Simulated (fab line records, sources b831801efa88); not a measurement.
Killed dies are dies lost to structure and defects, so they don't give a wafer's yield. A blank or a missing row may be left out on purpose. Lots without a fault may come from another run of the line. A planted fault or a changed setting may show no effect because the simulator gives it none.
fab line records | flow sky130
record lots=5 wafers=14 last_day=50
route steps=708 shown VIA1@461 METAL2@483 PAD_OPEN@708
lots that met no fault: from a run of the same line without faults
start_h: hours from the record's first day to the start of the lot's first wafer shown | wait_h: hours since the lot's step before | " the same as in the row above | L1.1+2: a row that stands for several wafers | - no value, or no start given | * or withheld: withheld | < > ~ a bound
route shown NAME@n: a module of which the file shows steps, and the number in the route of the first | usual: mean/standard deviation of fault-free wafers | same: alike in all rows | chamber/n: place in a boat | sites: the reading at each site | _std_site: their standard deviation | _edge_site: outer sites' mean less inner sites' | radius_mm: how far each site lies from the wafer's centre | mask NAME#n: copy n | behind: the tool/chamber that last shaped the wafer | hold: why the lot was held/for how many hours/how that ended | device: the transistor (n, p or np) that didn't switch | end of line: the same wafers' tests at the end of the route | a step without rows: its recipe alone | killed: dies lost to structure and defects at the first sort, not the wafer's yield | map: a wafer's dies, x killed, . not, _ none there
set.NAME: the setting as run; set.NAME@STEP: as run at that earlier step | model.NAME: the simulator's own value behind a step, which no gauge read
lots at some steps of the route; a table a step, a row a wafer
services: from which hour (start_h, from the record's first day; less than 0 if before it) a tool's chamber was out of use, for how many hours, and why
## steps
# step SKY_VIA1_BOW_MEAS_03
# recipe mode=bow
# usual VIA1_BOW=80/6.7
# columns lot.wafer tool chamber start_h wait_h VIA1_BOW[um]
L349.1 film_metro-03 - 765.20 0.1 76
L349.2 " - " " 89
L349.5 " - " " 83
L351.2 film_metro-03 - 776.73 0.3 74
L351.4 " - " " 77
L351.6 " - " " 79
L356.1 film_metro-03 - 821.57 0.1 77
L356.4 " - " " 81
L356.5 " - " " 80
L369.1 film_metro-02 - 910.72 0.1 74
L369.5 " - " " 91
L371.1 film_metro-01 - 925.93 0.1 78
L371.3 " - " " 81
L371.6 " - " " 80
# step SKY_VIA1_DEHYDRATE_04
# recipe temp_c=200 time_s=60
# step SKY_VIA1_HMDS_05
# recipe prime_time_s=60 prime_temp_c=120
# step SKY_VIA1_COAT_06
# recipe resist=BARC temp_c=withheld time_s=withheld spin_rpm=3000 resist_thk_nm=60
# step SKY_VIA1_COAT_07
# recipe resist=KrF-thick spin_rpm=3000 resist_thk_nm=450
# step SKY_VIA1_SOFTBAKE_08
# recipe temp_c=100 time_s=90 resist=KrF-thick
# step SKY_VIA1_EXPOSE_09
# recipe mask_id=VIM na=0.8 source_shape=annular sigma_inner=0.55 sigma_outer=0.85 target_cd_nm=150 dose_mj=38
# step SKY_VIA1_PEB_10
# recipe peb_temp_c=withheld peb_time_s=withheld resist=KrF-thick
# step SKY_VIA1_DEVELOP_11
# recipe develop_time_s=60 resist=KrF-thick dev_temp_c=21
# step SKY_VIA1_CD_MEAS_12
# recipe target_cd_nm=150
# usual cd_nm=150.6/1.7
# columns lot.wafer tool chamber start_h wait_h cd_nm
L349.1 cd_sem-01 - 791.49 - 146.7
L349.2 " - " " 148.5
L349.5 " - " " 147.5
L351.2 cd_sem-01 - 802.51 - 147.9
L351.4 " - " " 148.2
L351.6 " - " " 147.2
L356.1 cd_sem-02 - 847.19 - 150.0
L356.4 " - " " 149.3
L356.5 " - " " 149.3
L369.1 cd_sem-01 - 935.50 - 154.4
L369.5 " - " " 154.3
L371.1 cd_sem-02 - 950.30 - 149.1
L371.3 " - " " 151.0
L371.6 " - " " 149.6
# step SKY_VIA1_OVL_MEAS_13
# usual VIA1_OVL=-2/5.8
# columns lot.wafer tool chamber start_h wait_h VIA1_OVL[nm]
L349.1 overlay-02 - 791.61 0.1 -5
L349.2 " - " " -8
L349.5 " - " " 0
L351.2 overlay-02 - 802.61 0.1 -3
L351.4 " - " " -6
L351.6 " - " " -1
L356.1 overlay-01 - 847.31 0.1 2
L356.4 " - " " -7
L356.5 " - " " -2
L369.1 overlay-02 - 935.62 0.1 5
L369.5 " - " " 4
L371.1 overlay-01 - 950.42 0.1 -6
L371.3 " - " " -7
L371.6 " - " " -1
# step SKY_VIA1_ETCH_14
# recipe chemistry=N2/H2 target=BARC ion_energy_ev=200 source_w=500 bias_w=100 pressure_mtorr=30 n2_flow_sccm=100 h2_flow_sccm=200 stop_on=SiO2 time_s=45.9 target_depth_a=600
# usual drypump_motor_current_A=5.8/0.49 oes_product_au=0.854/0.0045 throttle_valve_pct=13.224/0.0098
# columns lot.wafer tool chamber start_h wait_h drypump_motor_current_A oes_product_au rf_hours_counter_h throttle_valve_pct
L349.1 rie_diel-04 2 791.64 0.0 5.4 0.862 16 13.224
L349.2 " 1 " " 4.9 0.848 14 13.221
L349.5 " 0 " " 5.4 0.854 - 13.212
L351.2 rie_diel-02 0 802.64 0.0 6.1 0.863 3 13.242
L351.4 " 3 " " 6.4 0.853 1 13.209
L351.6 " 3 " " 6.4 0.852 - 13.244
L356.1 rie_diel-03 3 847.34 0.0 6.3 0.856 2 13.211
L356.4 " 1 " " 5.1 0.857 11 13.239
L356.5 " 2 " " 5.4 0.853 - 13.217
L369.1 rie_diel-02 2 935.66 0.0 5.4 0.843 5 13.225
L369.5 " 2 " " 5.4 0.855 - 13.229
L371.1 rie_diel-04 3 950.46 0.0 5.7 0.851 11 13.227
L371.3 " 2 " " 5.4 0.853 21 13.226
L371.6 " 2 " " 5.4 0.855 - 13.208
# step SKY_VIA1_ETCH_15
# recipe target=SiO2 chemistry=C4F8/O2/Ar target_depth_nm=351 stop_on=TiN mask_material=KrF-thick source_w=1500 bias_w=1200 pressure_mtorr=40 c4f8_flow_sccm=withheld O2_flow_sccm=6 Ar_flow_sccm=300 time_s=54
# usual oes_product_au=0.982/0.006
# columns lot.wafer tool chamber start_h wait_h oes_product_au rf_hours_counter_h model.VIA1.feature_depth_nm model.etch.depth_nm model.KrF-thick_of_VIA1_COAT_07.thk_nm
L349.1 rie_diel-04 2 791.69 0.0 0.982 16 346.7 346.7 322.3
L349.2 " 1 " " 0.994 14 344.6 344.6 315.3
L349.5 " 0 " " 0.991 - 345.6 345.6 317.4
L351.2 rie_diel-02 0 802.69 0.0 0.988 3 346.1 346.1 318.5
L351.4 " 3 " " 0.986 1 345 345 320.2
L351.6 " 3 " " 0.988 - 347.2 347.2 319.5
L356.1 rie_diel-03 3 847.38 0.0 0.984 2 345.8 345.8 321
L356.4 " 1 " " 0.977 11 346 346 321
L356.5 " 2 " " 0.975 - 345.9 345.9 323.2
L369.1 rie_diel-02 2 935.70 0.0 0.791 5 233.1 233.1 345.1
L369.5 " 2 " " 0.983 - 347.3 347.3 321.7
L371.1 rie_diel-04 3 950.50 0.0 0.983 11 346.1 346.1 318.4
L371.3 " 2 " " 0.985 21 346.5 346.5 321.9
L371.6 " 2 " " 0.975 - 344.1 344.1 320.1
# step SKY_VIA1_STRIP_16
# recipe chemistry=O2/N2 power_w=1400 pressure_mtorr=1500 platen_temp_c=withheld o2_flow_sccm=3000 n2_flow_sccm=300 overash_fraction=0.5
# usual drypump_motor_current_A=5.7/0.4 o2_flow_sccm=3000/8.2 oes_product_au=0.415/0.0046 strip_time_to_endpoint_s=4.442/0.024
# same overash_fraction=0.5
# columns lot.wafer tool chamber start_h wait_h drypump_motor_current_A o2_flow_sccm oes_product_au rf_hours_counter_h strip_time_to_endpoint_s
L349.1 plasma_asher-01 1 791.73 0.0 6.2 3003 0.418 67 4.449
L349.2 " 0 " " 5.3 3021 0.423 67 4.381
L349.5 " 0 " " 5.3 2993 0.414 - 4.424
L351.2 plasma_asher-02 0 802.73 0.0 6.2 3001 0.413 6 4.405
L351.4 " 1 " " 5.1 2989 0.420 - 4.430
L351.6 " 1 " " 5.1 3001 0.420 - 4.415
L356.1 plasma_asher-03 1 847.43 0.0 5.6 3009 0.422 103 4.443
L356.4 " 0 " " 5.7 2991 0.411 - 4.438
L356.5 " 1 " " 5.6 3008 0.417 - 4.457
L369.1 plasma_asher-03 1 935.75 0.0 5.6 2991 0.432 111 4.678
L369.5 " 1 " " 5.6 2993 0.415 - 4.452
L371.1 plasma_asher-02 1 950.55 0.0 5.1 3013 0.417 21 4.411
L371.3 " 0 " " 6.3 3011 0.411 - 4.444
L371.6 " 1 " " 5.1 3011 0.411 - 4.432
# step SKY_VIA1_STRIP_17
# recipe chemistry=post_etch_residue_remover time_s=1200 temp_c=72.5
# step SKY_VIA1_CLEAN_18
# recipe chemistry=IPA time_s=180 temp_c=25
# step SKY_VIA1_CLEAN_19
# recipe chemistry=O3/DIW dry=n2_spin
# step SKY_VIA1_SPUTTER_20
# recipe material=TiN target_thk_nm=20 chamber_pressure_pa=5 power_w=4000 time_s=80
# usual cathode_dc_power_W=4000.1/0.7 throttle_valve_pct=29.6/1.2
# columns lot.wafer tool chamber start_h wait_h cathode_dc_power_W throttle_valve_pct
L349.1 pvd_sputter-02 - 792.32 0.0 4000.0 27.6
L349.2 " - " " 3999.9 30.4
L349.5 " - " " 3999.6 27.3
L351.2 pvd_sputter-04 - 803.32 0.0 3999.7 28.4
L351.4 " - " " 4000.6 30.6
L351.6 " - " " 4000.7 30.8
L356.1 pvd_sputter-04 - 848.02 0.0 3999.1 30.4
L356.4 " - " " 3999.3 30.7
L356.5 " - " " 3999.1 30.0
L369.1 pvd_sputter-04 - 936.34 0.0 4001.3 30.4
L369.5 " - " " 4001.3 28.5
L371.1 pvd_sputter-04 - 951.14 0.0 4001.3 28.8
L371.3 " - " " 4000.1 30.3
L371.6 " - " " 3999.8 30.5
# step SKY_VIA1_CVD_21
# recipe material=W target_thk_nm=270 time_s=80.902 temp_c=400 pressure_torr=40
# usual heater_power_w=831/49
# columns lot.wafer tool chamber start_h wait_h heater_power_w
L349.1 cvd_w-02 1 792.38 0.0 840
L349.2 " 0 " " 885
L349.5 " 0 " " 881
L351.2 cvd_w-01 0 803.38 0.0 776
L351.4 " 0 " " 771
L351.6 " 0 " " 791
L356.1 cvd_w-01 0 848.08 0.0 779
L356.4 " 0 " " 785
L356.5 " 1 " " 868
L369.1 cvd_w-01 0 936.40 0.0 770
L369.5 " 1 " " 856
L371.1 cvd_w-01 0 951.20 0.0 777
L371.3 " 1 " " 858
L371.6 " 1 " " 868
# step SKY_VIA1_CMP_24
# recipe stop_on=SiO2 t_overpolish_s=15 down_force_psi=3.5 platen_rpm=60 target_thk_nm=0 pad_velocity_m_s=0.94248
# usual motor_current_A=11.0/0.88 platen_rpm=59.99/0.04
# columns lot.wafer tool chamber start_h wait_h motor_current_A platen_rpm
L349.2 cmp-01 2 792.76 0.1 11.2 59.98
L349.1 " 3 " " 9.9 59.98
L349.5 " 0 " " 10.8 60.05
L351.2 cmp-01 2 803.70 0.1 11.0 60.00
L351.4 " 3 " " 10.0 59.94
L351.6 " 3 " " 10.0 59.93
L356.4 cmp-01 0 848.36 0.0 11.4 60.03
L356.1 " 3 " " 9.9 60.07
L356.5 " 1 " " 13.2 59.95
L369.1 cmp-01 1 937.16 0.5 12.4 59.94
L369.5 " 0 " " 10.7 59.94
L371.3 cmp-01 0 951.47 0.0 10.9 59.92
L371.1 " 3 " " 10.4 59.99
L371.6 " 0 " " 11.0 59.98
# step SKY_METAL2_SPUTTER_00
# recipe material=Ti target_thk_nm=15 power_w=3000 time_s=10 chamber_pressure_pa=0.4
# usual cathode_dc_power_W=3000.0/0.55 throttle_valve_pct=30.3/0.85
# columns lot.wafer tool chamber start_h wait_h cathode_dc_power_W throttle_valve_pct
L349.1 pvd_sputter-01 - 792.96 0.1 3000.7 30.9
L349.2 " - " " 2999.8 31.3
L349.5 " - " " 2999.6 31.2
L351.2 pvd_sputter-03 - 804.00 0.2 2999.2 29.1
L351.4 " - " " 2999.2 29.7
L351.6 " - " " 3000.9 30.7
L356.1 pvd_sputter-03 - 848.66 0.1 3000.9 30.7
L356.4 " - " " 2999.4 30.8
L356.5 " - " " 3000.0 31.0
L369.5 pvd_sputter-04 - 937.42 0.1 2998.9 30.3
L371.1 pvd_sputter-03 - 951.77 0.1 3000.8 30.9
L371.3 " - " " 2999.4 29.3
L371.6 " - " " 2999.9 31.0
# step SKY_METAL2_SPUTTER_01
# recipe material=TiN target_thk_nm=20 power_w=6500 time_s=16.7 chamber_pressure_pa=0.4
# usual cathode_dc_power_W=6500.0/1.1 throttle_valve_pct=30.3/0.86
# columns lot.wafer tool chamber start_h wait_h cathode_dc_power_W throttle_valve_pct
L349.1 pvd_sputter-01 - 792.98 0.0 6501.1 31.2
L349.2 " - " " 6498.8 31.6
L349.5 " - " " 6499.7 31.1
L351.2 pvd_sputter-03 - 804.02 0.0 6502.4 29.2
L351.4 " - " " 6498.8 29.8
L351.6 " - " " 6503.0 30.0
L356.1 pvd_sputter-03 - 848.68 0.0 6499.2 30.3
L356.4 " - " " 6496.9 30.8
L356.5 " - " " 6500.0 31.0
L369.5 pvd_sputter-04 - 937.45 0.0 6499.1 30.2
L371.1 pvd_sputter-03 - 951.79 0.0 6501.5 30.9
L371.3 " - " " 6499.3 29.1
L371.6 " - " " 6501.5 30.9
# step SKY_METAL2_SPUTTER_02
# recipe material=AlCu target_thk_nm=250 power_w=10600 time_s=13.3 chamber_pressure_pa=0.4
# usual cathode_dc_power_W=10600/1.9 throttle_valve_pct=30.3/0.85
# columns lot.wafer tool chamber start_h wait_h cathode_dc_power_W throttle_valve_pct
L349.1 pvd_sputter-01 - 793.01 0.0 10599 31.0
L349.2 " - " " 10600 31.5
L349.5 " - " " 10599 31.1
L351.2 pvd_sputter-03 - 804.05 0.0 10602 29.2
L351.4 " - " " 10604 29.8
L351.6 " - " " 10601 30.5
L356.1 pvd_sputter-03 - 848.70 0.0 10602 30.4
L356.4 " - " " 10599 30.7
L356.5 " - " " 10598 30.8
L369.5 pvd_sputter-04 - 937.47 0.0 10597 30.3
L371.1 pvd_sputter-03 - 951.82 0.0 10597 30.7
L371.3 " - " " 10603 28.8
L371.6 " - " " 10600 31.0
# step SKY_PAD_OPEN_PROBE_99
# columns lot.wafer tool chamber start_h wait_h model.etest.res_p_drift_20v.open model.etest.tip_n.open model.etest.nfet_g5v0d10v5.open model.etest.res_ndiff_hv.open model.etest.cap_li_to_well.open model.etest.tip_p_5v.open model.etest.diode_pdiff_fingers.under_floor model.etest.nfet_01v8_turned.under_floor
L349.1+2+5 prober-01 - 1073.52 0.1 0 0 0 0 0 0 0 0
L351.2+4+6 prober-01 - 1082.90 0.1 0 0 0 0 0 0 0 0
L356.1+4+5 prober-01 - 1115.70 0.1 0 0 0 0 0 0 0 0
L369.1 prober-02 - 1180.46 0.1 1 1 1 1 1 1 1 1
L369.5 prober-02 - 1180.66 0.2 0 0 0 0 0 0 0 0
L371.1+3+6 prober-02 - 1190.41 0.1 0 0 0 0 0 0 0 0
# killed by level:class
L349.1 VIA1:geometric_particle:open=12 METAL1:geometric_particle:short=11 VIA2:geometric_particle:open=7 LI_CONTACT:geometric_particle:open=5 CONTACT:geometric_particle:open=5 VIA1:geometric_particle:short=5 METAL4:geometric_particle:short=5 SPACER:geometric_particle:open=4
L349.2 VIA1:geometric_particle:open=13 VIA2:geometric_particle:open=8 FIELD_ISO:geometric_particle:open=7 VIA3:geometric_particle:open=7 VIA3:geometric_particle:short=5 METAL2:geometric_particle:short=5 METAL4:geometric_particle:short=5 FIELD_ISO:geometric_particle:short=4
L349.5 FIELD_ISO:geometric_particle:open=7 LI_CONTACT:geometric_particle:open=7 VIA1:geometric_particle:open=7 VIA3:geometric_particle:short=6 LOCAL_INTERCONNECT:geometric_particle:short=6 CONTACT:geometric_particle:open=6 METAL1:geometric_particle:short=6 METAL2:geometric_particle:short=6
L351.2 VIA1:geometric_particle:open=10 CONTACT:geometric_particle:open=8 VIA2:geometric_particle:open=7 VIA1:geometric_particle:short=6 METAL2:geometric_particle:short=6 FIELD_ISO:geometric_particle:short=4 METAL1:geometric_particle:short=4 FIELD_ISO:geometric_particle:open=3
L351.4 LI_CONTACT:geometric_particle:open=9 VIA1:geometric_particle:short=9 VIA1:geometric_particle:open=9 FIELD_ISO:geometric_particle:short=8 CONTACT:geometric_particle:open=6 VIA2:geometric_particle:open=5 FIELD_ISO:geometric_particle:open=4 LOCAL_INTERCONNECT:geometric_particle:short=4
L351.6 VIA1:geometric_particle:open=11 LI_CONTACT:geometric_particle:open=11 METAL2:geometric_particle:short=9 CONTACT:geometric_particle:open=9 CONTACT:geometric_particle:short=8 VIA2:geometric_particle:open=8 FIELD_ISO:geometric_particle:open=6 METAL1:geometric_particle:short=6
L356.1 CONTACT:geometric_particle:open=7 METAL1:geometric_particle:short=6 LI_CONTACT:geometric_particle:open=5 METAL2:geometric_particle:short=5 VIA2:geometric_particle:open=5 FIELD_ISO:geometric_particle:open=3 POLY_GATE:geometric_particle:short=3 POLY_GATE:geometric_particle:open=3
L356.4 VIA2:geometric_particle:open=10 VIA2:geometric_particle:short=9 FIELD_ISO:geometric_particle:short=8 CONTACT:geometric_particle:open=8 LI_CONTACT:geometric_particle:open=7 VIA1:geometric_particle:open=7 VIA3:geometric_particle:open=6 POLY_GATE:geometric_particle:open=5
L356.5 LI_CONTACT:geometric_particle:open=10 VIA1:geometric_particle:open=10 VIA1:geometric_particle:short=6 LOCAL_INTERCONNECT:geometric_particle:short=6 VIA3:geometric_particle:open=6 FIELD_ISO:geometric_particle:open=4 POLY_GATE:geometric_particle:open=4 POLY_GATE:geometric_particle:short=4
L371.1 CONTACT:geometric_particle:open=12 LI_CONTACT:geometric_particle:open=8 METAL2:geometric_particle:short=8 VIA1:geometric_particle:open=8 VIA2:geometric_particle:open=8 LOCAL_INTERCONNECT:geometric_particle:short=7 CONTACT:geometric_particle:short=6 VIA1:geometric_particle:short=5
L371.3 CONTACT:geometric_particle:open=14 METAL2:geometric_particle:short=9 VIA1:geometric_particle:short=9 LI_CONTACT:geometric_particle:open=8 CONTACT:geometric_particle:short=8 VIA1:geometric_particle:open=7 POLY_GATE:geometric_particle:short=7 VIA3:geometric_particle:open=5
L371.6 VIA1:geometric_particle:open=12 CONTACT:geometric_particle:open=11 LI_CONTACT:geometric_particle:open=10 CONTACT:geometric_particle:short=8 METAL2:geometric_particle:short=5 VIA2:geometric_particle:open=5 POLY_CUT:geometric_particle:open=4 VIA3:geometric_particle:open=4
## services
# columns tool chamber start_h hours kind
pvd_sputter-02 - 772.52 4.3 repair
cmp-01 - 772.61 15.7 repair
rie_diel-04 2 775.56 3.5 repair
rie_diel-02 2 787.87 7.6 repair
rie_diel-03 1 788.88 2.7 repair
plasma_asher-03 - 803.68 15.6 repair
rie_diel-02 0 811.91 2.8 repair
rie_diel-04 2 812.05 1.5 repair
pvd_sputter-02 - 812.37 0.5 repair
cmp-01 - 824.60 0.7 repair
pvd_sputter-01 - 863.33 0.8 repair
cvd_w-02 1 865.42 2.9 repair
rie_diel-03 2 880.46 2.4 repair
cvd_w-01 1 888.85 3.1 repair
plasma_asher-03 - 890.27 4.5 repair
plasma_asher-03 - 903.29 0.5 repair
plasma_asher-02 - 908.50 3.0 repair
rie_diel-02 - 911.60 2.8 pm
cmp-01 - 912.15 4.0 pm
rie_diel-03 - 923.75 27.5 repair
plasma_asher-03 - 925.76 0.8 repair
cmp-01 - 929.78 1.9 repair
cmp-01 - 941.95 0.9 repair
rie_diel-04 0 942.80 4.1 repair
## key
first_sign step=SKY_VIA1_ETCH_15 reading=oes_product_au direction=down sigmas=32 usual=0.982 struck=0.791
effect step=SKY_VIA1_STRIP_16 reading=strip_time_to_endpoint_s direction=up sigmas=9.7 usual=* struck=*
effect step=SKY_METAL2_SPUTTER_00 reading=visit direction=missing
effect step=SKY_METAL2_SPUTTER_01 reading=visit direction=missing
effect step=SKY_METAL2_SPUTTER_02 reading=visit direction=missing
model_effect step=SKY_VIA1_ETCH_15 value=VIA1.feature_depth_nm without=345.3 struck=233.1
model_effect step=SKY_PAD_OPEN_PROBE_99 value=etest.res_p_drift_20v.open without=0 struck=1
met_at SKY_VIA1_ETCH_15
struck_wafers L369.1
later_rows_left_out L369.1
sort_left_out L369.1
onset_between 802.69 935.70
fault kind=process_parameter_drift tool=rie_diel-02 chamber=- onset_h=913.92 steps=SKY_VIA1_ETCH_15 channel=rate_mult offset=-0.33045 shape=step end_h=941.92 scope=struck_wafers_only
# sort_left_out: the simulated sort isn't trusted on such a fault, so these wafers' sort isn't shown, and their yield isn't known
# later_rows_left_out: the simulator's readings of these wafers behind a module that went badly wrong aren't trusted and aren't shown, but for the sort
